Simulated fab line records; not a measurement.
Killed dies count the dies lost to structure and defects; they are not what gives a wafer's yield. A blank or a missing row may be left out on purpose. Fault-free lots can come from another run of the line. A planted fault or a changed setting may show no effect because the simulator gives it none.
fab line records	flow sky130
record: lots: 6	wafers: 18	lastDay: 50
route steps=708 shown SPACER@305 POLY_CUT@307 PAD_OPEN@708
lots that met no fault: taken from a fault-free run of the same line
startH: start of the lot's first displayed wafer, in hours after the record's first day	waitH: hours from the lot's prior step to this one	" unchanged from the row above	L1.1+2: one row covering several wafers at once	- value missing, or start not given	* or withheld: withheld	< > ~ a bound
route shown NAME@n: a module of which the file shows steps, and the number in the route of the first	usual: the fault-free wafers' mean and standard deviation	same: alike in all rows	chamber/n: place in a boat	sites: readings site by site	_std_site: their standard deviation	_edge_site: inner sites' mean taken away from outer sites' mean	radiusMm: for every site, how far away it sits from the centre of the wafer	mask NAME#n: copy n	behind: the most recent tool/chamber to have shaped the wafer	hold: why the lot was held/for how many hours/how that ended	device: the transistor (n, p or np) that didn't switch	end of line: tests of these same wafers at the route's end	a step given without rows: its recipe and nothing more	killed: at the first sort, the dies lost to defects and structure; wafer yield is something else	map: shows each die of a wafer: x if killed, . if not, _ if none is there
set.NAME: the run value of the setting; set.NAME@STEP: its run value at that earlier step	model.NAME: the simulator's own value behind a step, which no gauge read
a table for each step, a row for each wafer; lots at some steps of the route
services: from which hour (startH, from the record's first day; less than 0 if before it) a tool's chamber was out of use, for how many hours, and why
== steps ==
step: SKY_SPACER_THK_MEAS_01
recipe: reads: Si3N4_of_SPACER_CVD_00
usual: SPACER_CVD_00_THK: 43.1/0.38
lot.wafer	tool	chamber	startH	waitH	SPACER_CVD_00_THK[nm]
L222.1	filmMetro-01	-	627.99	0.1	43.1
L222.4	"	-	"	"	43.3
L222.6	"	-	"	"	43.5
L224.3	filmMetro-03	-	647.20	0.0	42.6
L224.4	"	-	"	"	43.1
L224.5	"	-	"	"	43.0
L225.3	filmMetro-03	-	658.58	0.0	43.2
L225.5	"	-	"	"	42.9
L225.6	"	-	"	"	43.0
L231.2	filmMetro-01	-	693.79	0.0	42.7
L231.4	"	-	"	"	43.1
L231.6	"	-	"	"	42.9
L232.2	filmMetro-03	-	704.84	0.0	43.4
L232.5	"	-	"	"	43.0
L232.6	"	-	"	"	43.4
L233.1	filmMetro-01	-	708.73	0.0	43.2
L233.3	"	-	"	"	42.8
L233.6	"	-	"	"	43.2
step: SKY_SPACER_ETCHBACK_02
recipe: chemistry: CH3F/O2	target: Si3N4	stopOn: SiO2	sourceW: 400	biasW: 80	pressureMtorr: 25	ch3fFlowSccm: 40	O2_flow_sccm: 30	timeS: 46.7	targetDepthA: 450
usual: ch3fFlowSccm: 39.99/0.12	chamberPressureMTorr: 25.000/0.022	drypumpMotorCurrentA: 5.8/0.41	oesProductAu: 0.855/0.0059	throttleValvePct: 10.562/0.0097
lot.wafer	tool	chamber	startH	waitH	ch3fFlowSccm	chamberPressureMTorr	drypumpMotorCurrentA	oesProductAu	rfHoursCounterH	throttleValvePct
L222.1	rieDiel-01	3	628.05	0.1	40.00	24.946	5.2	0.857	11	10.576
L222.4	"	1	"	"	39.97	24.969	6.1	0.857	1	10.580
L222.6	"	3	"	"	39.90	24.976	5.3	0.858	-	10.556
L224.3	rieDiel-03	3	647.24	0.0	40.03	25.017	6.0	0.854	44	10.559
L224.4	"	2	"	"	40.11	24.988	6.2	0.847	9	10.575
L224.5	"	1	"	"	40.01	24.994	6.3	0.858	-	10.557
L225.3	rieDiel-03	2	658.62	0.0	39.83	24.980	6.3	0.857	9	10.552
L225.5	"	3	"	"	40.02	25.003	6.0	0.848	-	10.561
L225.6	"	2	"	"	40.12	25.005	6.3	0.853	-	10.581
L231.2	rieDiel-01	3	693.84	0.0	40.09	25.006	5.2	0.852	12	10.564
L231.4	"	3	"	"	40.14	25.001	5.3	0.854	-	10.562
L231.6	"	1	"	"	39.92	25.026	6.1	0.853	-	10.575
L232.2	rieDiel-02	3	704.89	0.0	40.09	25.003	6.0	0.854	1	10.567
L232.5	"	3	"	"	40.00	24.989	6.0	0.851	-	10.563
L232.6	"	0	"	"	39.84	25.014	5.5	0.865	-	10.560
L233.1	rieDiel-03	3	708.79	0.1	39.98	25.026	5.9	0.865	46	10.568
L233.3	"	1	"	"	40.08	24.989	6.3	0.859	37	10.573
L233.6	"	2	"	"	40.00	25.013	6.2	0.857	-	10.579
step: SKY_POLY_CUT_DEHYDRATE_00
recipe: tempC: 200	timeS: 60
step: SKY_POLY_CUT_HMDS_01
recipe: primeTimeS: 60	primeTempC: 120
step: SKY_POLY_CUT_COAT_02
recipe: resist: BARC	tempC: withheld	timeS: withheld	spinRpm: 3000	resistThkNm: 60
step: SKY_POLY_CUT_COAT_03
recipe: resist: KrF-thick	spinRpm: 3000	resistThkNm: 450
step: SKY_POLY_CUT_SOFTBAKE_04
recipe: tempC: 100	timeS: 90	resist: KrF-thick
step: SKY_POLY_CUT_EXPOSE_05
recipe: maskId: NPCM	na: 0.8	sourceShape: annular	sigmaInner: 0.55	sigmaOuter: 0.85	targetCdNm: 270	doseMj: 32
step: SKY_POLY_CUT_PEB_06
recipe: pebTempC: withheld	pebTimeS: withheld	resist: KrF-thick
step: SKY_POLY_CUT_DEVELOP_07
recipe: developTimeS: 60	resist: KrF-thick	devTempC: 21
step: SKY_POLY_CUT_CD_MEAS_08
recipe: targetCdNm: 270
usual: cdNm: 270.3/1.5
lot.wafer	tool	chamber	startH	waitH	cdNm
L222.1	cdSem-01	-	656.68	-	267.5
L222.4	"	-	"	"	268.0
L222.6	"	-	"	"	268.3
L224.3	cdSem-02	-	675.37	-	271.9
L224.4	"	-	"	"	269.5
L224.5	"	-	"	"	271.6
L225.3	cdSem-01	-	686.57	-	268.7
L225.5	"	-	"	"	269.1
L225.6	"	-	"	"	270.8
L231.2	cdSem-01	-	721.30	-	270.3
L231.4	"	-	"	"	269.8
L231.6	"	-	"	"	271.8
L232.2	cdSem-02	-	732.65	-	268.0
L232.5	"	-	"	"	268.8
L232.6	"	-	"	"	268.4
L233.1	cdSem-02	-	736.48	-	270.2
L233.3	"	-	"	"	270.4
L233.6	"	-	"	"	270.3
step: SKY_POLY_CUT_OVL_MEAS_09
usual: POLY_CUT_OVL: -3/4.8
lot.wafer	tool	chamber	startH	waitH	POLY_CUT_OVL[nm]
L222.1	overlay-02	-	656.80	0.1	-3
L222.4	"	-	"	"	2
L222.6	"	-	"	"	-3
L224.3	overlay-01	-	675.46	0.1	-5
L224.4	"	-	"	"	1
L224.5	"	-	"	"	-2
L225.3	overlay-01	-	686.66	0.1	-8
L225.5	"	-	"	"	-5
L225.6	"	-	"	"	-4
L231.2	overlay-02	-	721.40	0.1	-6
L231.4	"	-	"	"	-1
L231.6	"	-	"	"	-3
L232.2	overlay-01	-	732.75	0.1	-5
L232.5	"	-	"	"	-1
L232.6	"	-	"	"	-11
L233.1	overlay-01	-	736.60	0.1	-11
L233.3	"	-	"	"	-14
L233.6	"	-	"	"	-10
step: SKY_POLY_CUT_ETCH_10
recipe: chemistry: N2/H2	target: BARC	ionEnergyEv: 200	sourceW: 500	biasW: 100	pressureMtorr: 30	n2FlowSccm: 100	h2FlowSccm: 200	stopOn: SiO2	timeS: 45.9	targetDepthA: 600
usual: biasW: 99.9/0.33	chamberPressureMTorr: 29.998/0.026	drypumpMotorCurrentA: 5.6/0.33	n2FlowSccm: 100.02/0.28	oesProductAu: 0.853/0.0043	throttleValvePct: 13.225/0.0098
lot.wafer	tool	chamber	startH	waitH	biasW	chamberPressureMTorr	drypumpMotorCurrentA	n2FlowSccm	oesProductAu	rfHoursCounterH	throttleValvePct	model.KrF-thick_of_POLY_CUT_COAT_03.thkNm
L222.1	rieDiel-01	0	656.83	0.0	100.1	29.991	5.8	99.48	0.847	6	13.228	408.2
L222.4	"	2	"	"	100.3	30.034	5.0	100.03	0.849	53	13.235	408.1
L222.6	"	2	"	"	100.3	29.975	5.0	100.40	0.855	-	13.223	409.5
L224.3	rieDiel-02	3	675.48	0.0	-	-	-	-	-	-	-	437.9
L224.4	"	2	"	"	-	-	-	-	-	-	-	438.6
L224.5	"	0	"	"	-	-	-	-	-	-	-	437.2
L225.3	rieDiel-02	2	686.68	0.0	-	-	-	-	-	-	-	437.6
L225.5	"	1	"	"	-	-	-	-	-	-	-	437.8
L225.6	"	0	"	"	-	-	-	-	-	-	-	436.5
L231.2	rieDiel-01	1	721.43	0.0	99.7	29.997	6.1	100.13	0.846	2	13.214	407.4
L231.4	"	0	"	"	99.8	29.983	5.9	100.34	0.854	8	13.224	407.5
L231.6	"	0	"	"	99.9	30.013	5.8	99.89	0.845	-	13.209	407.9
L232.2	rieDiel-01	0	732.78	0.0	100.3	29.978	5.8	100.22	0.852	8	13.236	407.2
L232.5	"	3	"	"	99.9	30.032	5.3	100.22	0.855	-	13.239	405.1
L232.6	"	0	"	"	100.0	29.968	5.8	100.14	0.852	-	13.227	405.9
L233.1	rieDiel-02	1	736.63	0.0	100.4	29.984	5.7	99.72	0.855	20	13.235	408.6
L233.3	"	3	"	"	99.8	29.976	6.0	99.75	0.854	2	13.230	410
L233.6	"	3	"	"	100.1	30.052	6.0	99.89	0.854	-	13.236	407.5
step: SKY_POLY_CUT_ETCH_11
recipe: target: Si3N4	chemistry: CF4/CH2F2/Ar	stopOn: poly-Si	sourceW: 600	biasW: 150	pressureMtorr: 40	cf4FlowSccm: 40	ch2f2FlowSccm: 20	Ar_flow_sccm: 150	timeS: 42.5	targetDepthA: 600
usual: biasW: 150.0/0.44	cf4FlowSccm: 40.00/0.12	chamberPressureMTorr: 40.00/0.038	drypumpMotorCurrentA: 5.6/0.32	mfcArSccm: 149.9/0.47	oesProductAu: 0.831/0.0063	throttleValvePct: 14.994/0.0091
lot.wafer	tool	chamber	startH	waitH	biasW	cf4FlowSccm	chamberPressureMTorr	drypumpMotorCurrentA	mfcArSccm	oesProductAu	rfHoursCounterH	throttleValvePct
L222.1	rieDiel-01	0	656.88	0.0	149.8	39.85	39.97	5.9	149.7	0.826	6	15.010
L222.4	"	2	"	"	150.6	39.88	39.99	5.1	150.0	0.835	53	14.995
L222.6	"	2	"	"	150.1	39.92	39.95	5.0	149.6	0.825	-	14.991
L224.3	rieDiel-02	3	675.53	0.0	150.2	40.14	39.97	6.0	150.0	0.385	0	14.955
L224.4	"	2	"	"	150.1	40.11	40.01	5.8	150.3	0.369	2	14.954
L224.5	"	0	"	"	149.9	40.10	40.02	5.5	149.4	0.377	-	14.935
L225.3	rieDiel-02	2	686.73	0.0	150.3	39.94	39.96	5.8	149.7	0.365	2	14.956
L225.5	"	1	"	"	150.2	39.94	39.99	5.7	150.6	0.377	-	14.950
L225.6	"	0	"	"	150.1	39.86	40.03	5.5	149.4	0.369	-	14.953
L231.2	rieDiel-01	1	721.48	0.0	150.1	40.07	39.97	6.2	149.6	0.832	2	14.997
L231.4	"	0	"	"	150.9	39.92	40.05	5.9	149.9	0.832	8	14.994
L231.6	"	0	"	"	150.3	40.03	39.97	5.9	149.5	0.839	-	14.983
L232.2	rieDiel-01	0	732.83	0.0	149.7	39.76	40.00	5.8	150.8	0.834	8	14.996
L232.5	"	3	"	"	150.6	39.86	40.01	5.3	150.4	0.832	-	15.008
L232.6	"	0	"	"	149.6	39.93	39.97	5.8	150.4	0.826	-	14.977
L233.1	rieDiel-02	1	736.68	0.0	149.9	39.91	40.01	5.7	150.3	0.827	20	14.981
L233.3	"	3	"	"	150.0	39.87	39.99	6.0	150.0	0.825	2	15.013
L233.6	"	3	"	"	150.0	39.97	39.96	6.0	150.1	0.838	-	15.011
step: SKY_POLY_CUT_STRIP_12
recipe: chemistry: O2/N2	powerW: 1400	pressureMtorr: 1500	platenTempC: withheld	o2FlowSccm: 3000	n2FlowSccm: 300	overashFraction: 0.5
usual: chamberPressureMTorr: 1499.9/1.4	drypumpMotorCurrentA: 5.7/0.4	n2FlowSccm: 299.9/0.97	oesProductAu: 0.452/0.0046	stripTimeToEndpointS: 5.354/0.019
lot.wafer	tool	chamber	startH	waitH	chamberPressureMTorr	drypumpMotorCurrentA	n2FlowSccm	oesProductAu	rfHoursCounterH	stripTimeToEndpointS
L222.1	plasmaAsher-01	0	656.92	0.0	1500.1	6.2	300.8	0.457	48	5.362
L222.4	"	0	"	"	1501.1	6.2	302.3	0.453	-	5.355
L222.6	"	1	"	"	1498.9	5.5	301.3	0.454	-	5.367
L224.3	plasmaAsher-02	0	675.60	0.1	1500.0	6.2	300.5	0.461	-	5.642
L224.4	"	1	"	"	1500.2	5.2	299.0	0.464	-	5.650
L224.5	"	1	"	"	1500.9	5.2	299.8	0.471	-	5.642
L225.3	plasmaAsher-01	0	686.80	0.1	1499.6	6.1	299.2	0.471	-	5.642
L225.5	"	1	"	"	1501.6	5.5	300.3	0.464	-	5.624
L225.6	"	0	"	"	1500.9	6.1	298.2	0.457	-	5.627
L231.2	plasmaAsher-03	1	721.52	0.0	1497.0	5.3	301.4	0.446	89	5.329
L231.4	"	0	"	"	1501.5	5.8	299.2	0.454	-	5.356
L231.6	"	1	"	"	1500.1	5.3	299.6	0.453	-	5.354
L232.2	plasmaAsher-03	1	732.87	0.0	1502.3	5.3	299.2	0.453	90	5.348
L232.5	"	0	"	"	1499.3	5.8	298.6	0.457	-	5.330
L232.6	"	1	"	"	1496.4	5.3	299.9	0.456	-	5.316
L233.1	plasmaAsher-01	0	736.72	0.0	1500.3	6.2	300.8	0.453	57	5.364
L233.3	"	0	"	"	1501.6	6.2	299.3	0.445	-	5.390
L233.6	"	1	"	"	1499.3	5.4	300.3	0.453	-	5.348
step: SKY_PAD_OPEN_PROBE_99
usual: killed_at_M0_to_M3: 43/6.4	killed_at_M4_up: 2.9/1.7	killedAtContacts: 24/5	killedAtFrontEnd: 15/4	killedAtOther: 0.4/0.62	killedDies: 86/9.3	killedOnRim: 17/3.5	killedOpen: 47/6.8	killedShort: 38/5.8
same: grossDies: 492	killedAtBackSide: 0
lot.wafer	tool	chamber	startH	waitH	killed_at_M0_to_M3	killed_at_M4_up	killedAtContacts	killedAtFrontEnd	killedAtOther	killedDies	killedOnRim	killedOpen	killedShort
L222.1	prober-01	-	1144.80	0.1	59	4	21	16	0	100	18	55	45
L222.4	prober-01	-	1144.95	0.2	43	3	29	9	0	84	18	47	37
L222.6	prober-01	-	1145.05	0.2	44	3	24	23	1	95	19	54	41
L224.3	prober-01	-	1155.91	0.2	47	1	28	416	0	492	96	57	35
L224.4	prober-01	-	1155.96	0.2	38	2	22	430	0	492	96	35	41
L224.5	prober-01	-	1156.01	0.2	46	4	30	412	0	492	96	53	41
L225.3	prober-02	-	1165.75	0.2	52	4	24	412	0	492	96	56	39
L225.5	prober-02	-	1165.85	0.2	53	5	21	412	1	492	96	46	51
L225.6	prober-02	-	1165.90	0.2	41	6	32	413	0	492	96	45	49
L231.2	prober-02	-	1185.54	0.1	34	3	21	11	1	70	14	39	30
L231.4	prober-02	-	1185.64	0.2	39	5	26	11	1	82	16	48	34
L231.6	prober-02	-	1185.74	0.2	46	2	27	9	0	84	17	50	34
L232.2	prober-01	-	1190.39	0.1	51	3	31	14	0	99	12	57	42
L232.5	prober-01	-	1190.54	0.2	48	4	31	13	1	97	20	51	45
L232.6	prober-01	-	1190.59	0.2	39	3	38	12	1	93	20	55	38
L233.1	prober-02	-	1191.36	0.1	47	3	36	8	1	95	15	49	46
L233.3	prober-02	-	1191.46	0.2	41	2	18	19	0	80	10	47	33
L233.6	prober-02	-	1191.61	0.2	51	0	24	11	0	86	16	53	33
killed by level:class
L222.1 VIA1:geometricParticle:open=13 CONTACT:geometricParticle:open=8 VIA2:geometricParticle:open=8 METAL2:geometricParticle:short=6 VIA2:geometricParticle:short=6 VIA3:geometricParticle:open=6 FIELD_ISO:geometricParticle:short=5 VIA1:geometricParticle:short=5
L222.4 VIA1:geometricParticle:open=15 LI_CONTACT:geometricParticle:open=10 CONTACT:geometricParticle:open=10 METAL2:geometricParticle:short=7 VIA1:geometricParticle:short=5 FIELD_ISO:geometricParticle:open=4 CONTACT:geometricParticle:short=4 VIA3:geometricParticle:short=4
L222.6 CONTACT:geometricParticle:open=11 VIA1:geometricParticle:open=10 VIA2:geometricParticle:open=8 VIA1:geometricParticle:short=6 LI_CONTACT:geometricParticle:open=6 METAL1:geometricParticle:short=6 VIA3:geometricParticle:open=6 FIELD_ISO:geometricParticle:open=5
L224.3 POLY_CUT:areaEtch=400 CONTACT:geometricParticle:open=13 VIA1:geometricParticle:open=10 VIA3:geometricParticle:open=10 FIELD_ISO:geometricParticle:open=7 CONTACT:geometricParticle:short=7 VIA2:geometricParticle:open=6 LI_CONTACT:geometricParticle:open=5
L224.4 POLY_CUT:areaEtch=416 CONTACT:geometricParticle:open=12 VIA1:geometricParticle:short=8 VIA1:geometricParticle:open=7 METAL1:geometricParticle:short=5 LOCAL_INTERCONNECT:geometricParticle:short=5 METAL3:geometricParticle:short=5 VIA3:geometricParticle:open=5
L224.5 POLY_CUT:areaEtch=396 CONTACT:geometricParticle:open=14 VIA1:geometricParticle:open=10 VIA2:geometricParticle:open=9 LI_CONTACT:geometricParticle:open=7 CONTACT:geometricParticle:short=6 METAL3:geometricParticle:short=6 FIELD_ISO:geometricParticle:short=5
L225.3 POLY_CUT:areaEtch=397 VIA1:geometricParticle:open=14 CONTACT:geometricParticle:open=10 FIELD_ISO:geometricParticle:short=7 METAL1:geometricParticle:short=7 LI_CONTACT:geometricParticle:open=6 METAL2:geometricParticle:short=6 CONTACT:geometricParticle:short=5
L225.5 POLY_CUT:areaEtch=395 VIA2:geometricParticle:open=9 CONTACT:geometricParticle:open=8 METAL1:geometricParticle:short=8 VIA1:geometricParticle:short=6 VIA1:geometricParticle:open=6 FIELD_ISO:geometricParticle:open=5 FIELD_ISO:geometricParticle:short=5
L225.6 POLY_CUT:areaEtch=398 VIA1:geometricParticle:open=14 CONTACT:geometricParticle:open=10 FIELD_ISO:geometricParticle:short=8 LI_CONTACT:geometricParticle:short=8 LI_CONTACT:geometricParticle:open=6 LOCAL_INTERCONNECT:geometricParticle:short=5 METAL1:geometricParticle:short=5
L231.2 CONTACT:geometricParticle:open=9 VIA1:geometricParticle:open=9 LI_CONTACT:geometricParticle:open=7 VIA1:geometricParticle:short=6 METAL1:geometricParticle:short=5 VIA2:geometricParticle:short=3 VIA2:geometricParticle:open=3 VIA3:geometricParticle:open=3
L231.4 VIA2:geometricParticle:open=10 LI_CONTACT:geometricParticle:open=9 CONTACT:geometricParticle:open=8 VIA1:geometricParticle:open=6 VIA1:geometricParticle:short=5 METAL2:geometricParticle:short=5 METAL4:geometricParticle:short=5 FIELD_ISO:geometricParticle:short=4
L231.6 LI_CONTACT:geometricParticle:open=11 VIA1:geometricParticle:open=10 VIA2:geometricParticle:open=9 CONTACT:geometricParticle:open=7 METAL1:geometricParticle:short=7 CONTACT:geometricParticle:short=4 VIA1:geometricParticle:short=4 VIA3:geometricParticle:open=4
L232.2 VIA1:geometricParticle:open=11 CONTACT:geometricParticle:open=11 VIA2:geometricParticle:open=11 VIA1:geometricParticle:short=8 LOCAL_INTERCONNECT:geometricParticle:short=7 LI_CONTACT:geometricParticle:open=7 METAL2:geometricParticle:short=6 VIA3:geometricParticle:open=6
L232.5 CONTACT:geometricParticle:open=10 LI_CONTACT:geometricParticle:open=8 METAL2:geometricParticle:short=7 VIA3:geometricParticle:open=7 VIA2:geometricParticle:open=6 LOCAL_INTERCONNECT:geometricParticle:short=5 VIA1:geometricParticle:short=5 METAL3:geometricParticle:short=5
L232.6 CONTACT:geometricParticle:open=14 VIA1:geometricParticle:open=11 LOCAL_INTERCONNECT:geometricParticle:short=9 VIA3:geometricParticle:open=7 LI_CONTACT:geometricParticle:open=6 VIA2:geometricParticle:open=6 CONTACT:geometricParticle:short=6 VIA1:geometricParticle:short=6
L233.1 VIA1:geometricParticle:open=13 LOCAL_INTERCONNECT:geometricParticle:short=10 CONTACT:geometricParticle:short=10 CONTACT:geometricParticle:open=8 LI_CONTACT:geometricParticle:open=6 VIA2:geometricParticle:open=6 VIA3:geometricParticle:open=6 METAL1:geometricParticle:short=5
L233.3 VIA1:geometricParticle:open=10 CONTACT:geometricParticle:open=8 POLY_GATE:geometricParticle:open=6 LOCAL_INTERCONNECT:geometricParticle:short=6 VIA2:geometricParticle:open=5 VIA3:geometricParticle:open=5 METAL1:geometricParticle:short=5 FIELD_ISO:geometricParticle:open=4
L233.6 VIA1:geometricParticle:open=14 CONTACT:geometricParticle:open=11 VIA1:geometricParticle:short=8 LI_CONTACT:geometricParticle:open=8 VIA2:geometricParticle:open=7 METAL2:geometricParticle:short=5 METAL1:geometricParticle:short=5 VIA3:geometricParticle:open=5
map L224.3 (x killed, . not)
__________xxxxxxxxxx_________
________xxxxxxxxxxxxxx_______
______xxxxxxxxxxxxxxxxxx_____
_____xxxxxxxxxxxxxxxxxxxx____
____xxxxxxxxxxxxxxxxxxxxxx___
___xxxxxxxxxxxxxxxxxxxxxxxx__
__xxxxxxxxxxxxxxxxxxxxxxxxxx_
_xxxxxxxxxxxxxxxxxxxxxxxxxxxx
_xxxxxxxxxxxxxxxxxxxxxxxxxxxx
_xxxxxxxxxxxxxxxxxxxxxxxxxxxx
_xxxxxxxxxxxxxxxxxxxxxxxxxxxx
_xxxxxxxxxxxxxxxxxxxxxxxxxxxx
_xxxxxxxxxxxxxxxxxxxxxxxxxxxx
_xxxxxxxxxxxxxxxxxxxxxxxxxxxx
_xxxxxxxxxxxxxxxxxxxxxxxxxxxx
__xxxxxxxxxxxxxxxxxxxxxxxxxx_
___xxxxxxxxxxxxxxxxxxxxxxxx__
____xxxxxxxxxxxxxxxxxxxxxx___
_____xxxxxxxxxxxxxxxxxxxx____
______xxxxxxxxxxxxxxxxxx_____
________xxxxxxxxxxxxxx_______
__________xxxxxxxxxx_________
map L225.3 (x killed, . not)
__________xxxxxxxxxx_________
________xxxxxxxxxxxxxx_______
______xxxxxxxxxxxxxxxxxx_____
_____xxxxxxxxxxxxxxxxxxxx____
____xxxxxxxxxxxxxxxxxxxxxx___
___xxxxxxxxxxxxxxxxxxxxxxxx__
__xxxxxxxxxxxxxxxxxxxxxxxxxx_
_xxxxxxxxxxxxxxxxxxxxxxxxxxxx
_xxxxxxxxxxxxxxxxxxxxxxxxxxxx
_xxxxxxxxxxxxxxxxxxxxxxxxxxxx
_xxxxxxxxxxxxxxxxxxxxxxxxxxxx
_xxxxxxxxxxxxxxxxxxxxxxxxxxxx
_xxxxxxxxxxxxxxxxxxxxxxxxxxxx
_xxxxxxxxxxxxxxxxxxxxxxxxxxxx
_xxxxxxxxxxxxxxxxxxxxxxxxxxxx
__xxxxxxxxxxxxxxxxxxxxxxxxxx_
___xxxxxxxxxxxxxxxxxxxxxxxx__
____xxxxxxxxxxxxxxxxxxxxxx___
_____xxxxxxxxxxxxxxxxxxxx____
______xxxxxxxxxxxxxxxxxx_____
________xxxxxxxxxxxxxx_______
__________xxxxxxxxxx_________
== services ==
tool	chamber	startH	hours	kind
plasmaAsher-01	-	606.77	4.9	repair
plasmaAsher-02	-	608.38	2.8	pm
plasmaAsher-03	-	632.64	8.8	repair
rieDiel-02	0	641.48	8.3	repair
rieDiel-02	3	649.82	-	clean
rieDiel-02	3	649.82	15.7	scheduledDown
rieDiel-02	3	649.82	15.7	ventCycle
plasmaAsher-03	-	654.59	32.7	pm
rieDiel-02	-	683.09	2.8	pm
rieDiel-02	0	687.05	8.9	repair
rieDiel-01	2	689.22	-	clean
rieDiel-01	2	689.22	17.0	scheduledDown
rieDiel-01	2	689.22	17.0	ventCycle
plasmaAsher-02	-	718.73	1.0	repair
== key ==
firstSign: step: SKY_POLY_CUT_ETCH_10	reading: toolRecord	direction: missing
effect: step: SKY_POLY_CUT_ETCH_11	reading: oesProductAu	direction: down	sigmas: 73	usual: 0.831	struck: 0.374
effect: step: SKY_POLY_CUT_STRIP_12	reading: stripTimeToEndpointS	direction: up	sigmas: 15	usual: *	struck: *
effect: step: SKY_PAD_OPEN_PROBE_99	reading: killedAtFrontEnd	direction: up	sigmas: 99+	usual: 15	struck: 416
modelEffect: step: SKY_POLY_CUT_ETCH_10	value: KrF-thick_of_POLY_CUT_COAT_03.thkNm	without: 409.8	struck: 437.6
moreKillsBornAt: SKY_POLY_CUT_ETCH_10@rieDiel-02: 2402
metAt SKY_POLY_CUT_ETCH_10
struckWafers L224.3,L224.4,L224.5,L225.3,L225.5,L225.6
laterRowsLeftOut L224.3,L224.4,L224.5,L225.3,L225.5,L225.6
testerLeftOut L224,L225
fault: kind: skippedStepWhole	tool: rieDiel-02	chamber: -	onsetH: 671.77	steps: SKY_POLY_CUT_ETCH_10	scope: struckLotsOnly
testerLeftOut: of these lots the tester's yield and bins aren't shown, on N5 and GAA mostly nor the transistor test; their killed dies are dies lost to structure and defects alone, not to doping, threshold or leakage, so they don't give the yield
laterRowsLeftOut: the simulator's readings of these wafers behind a module that went badly wrong aren't trusted and aren't shown, but for the sort
